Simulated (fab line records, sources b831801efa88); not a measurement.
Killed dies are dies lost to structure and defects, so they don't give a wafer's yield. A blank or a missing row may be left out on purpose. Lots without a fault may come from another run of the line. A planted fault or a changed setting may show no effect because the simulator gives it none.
Problem report in the 8D (eight disciplines) form, filled by code | flow gf180mcu | the parts of the form that need people (team, actions taken, sign-off) are left out

1. THE PROBLEM
NSD_RS at GF_PSD_RS_MEAS_14 reads a mean of 44.74 ohm/sq on 6 wafers of 2 lots; wafers without a fault read 46.15 ohm/sq with a standard deviation of 0.097. That is -15 standard deviations from the usual mean.
The step: measures by four-point-probe.
First seen on wafer L640.1, day 17 06:31, on film_metro-02. The record holds 36 wafers of 12 lots with a number at this step. Rule for "out", or "out of limits": more than 4 standard deviations from the usual mean. The other wafers with a number count as sound.

2. WHAT IT IS AND WHAT IT IS NOT
question                    | is                           | is not
which readings at this step | NSD_RS                       | -
which lots                  | L640, L643                   | L631, L635, L636, L637, L638, L650, L651, L652, L653, L654
which wafers of those lots  | all that have a number       | -
read on which gauges        | film_metro-02, film_metro-04 | film_metro-01
when                        | from day 17 06:31            | up to then (15 sound wafers); but 15 sound wafers of L650, L651, L652, L653, L654 came after

3. SUSPECTS, AND WHAT RULES EACH OUT
Counting: a tool at a process step up to the reading stays a suspect if it ran every lot that is out and no sound lot after the first of them.
- the gauge at GF_PSD_RS_MEAS_14: ruled out. The wafers that are out were read on 2 gauges (film_metro-02, film_metro-04).
- implanter-02 at GF_NSD_IMPLANT_09: ruled out as a lasting fault. Sound lots L650, L652 ran on it after its first lot that is out, L640 (day 16 07:34).
- plasma_asher-03 at GF_NSD_STRIP_11 (strips in O2/N2): ruled out as a lasting fault. Sound lots L651, L653 ran on it after its first lot that is out, L640 (day 16 07:52).
Left after counting: nothing in the record.

4. THE CAUSE (what the simulator had put in)
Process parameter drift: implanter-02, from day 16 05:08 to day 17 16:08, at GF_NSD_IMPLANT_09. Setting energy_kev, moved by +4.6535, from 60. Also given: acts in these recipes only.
Counting ruled it out, wrongly: the rule takes a fault to strike every lot that its tool runs from its start on, and this one did not.

5. THE CHAIN OF EFFECTS, in route order
Each row: a reading whose mean over the struck wafers that have a number lies more than 3 standard deviations from the usual. Only readings for which the record gives a usual standard deviation are gone through. hours: the time from each lot's start at the first step in this table that gives one to its start at this step, as a median over the lots. sigmas: the change in usual standard deviations.
hours | step              | reading                  | usual        | on struck wafers | change | sigmas
0     | GF_NSD_IMPLANT_09 | beam_energy_keV          | 59.999       | 64.645           | +4.646 | +99 or more
0     | GF_NSD_STRIP_11   | strip_time_to_endpoint_s | 22.96 s      | 23.60            | +0.64  | +19
24    | GF_PSD_RS_MEAS_14 | NSD_RS                   | 46.15 ohm/sq | 44.74            | -1.41  | -15
The process steps in it:
- GF_NSD_IMPLANT_09
- GF_NSD_STRIP_11: strips in O2/N2.

6. WHAT WOULD HAVE CAUGHT IT SOONER
In this record the first reading out of limits at a measuring or inspecting step was taken at day 17 06:31, 25 hours after the fault began at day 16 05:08.
The tool's own readings at GF_NSD_IMPLANT_09 were out on every struck wafer that the step has a row for (beam_energy_keV): an alarm limit on them would have fired on the first of those.
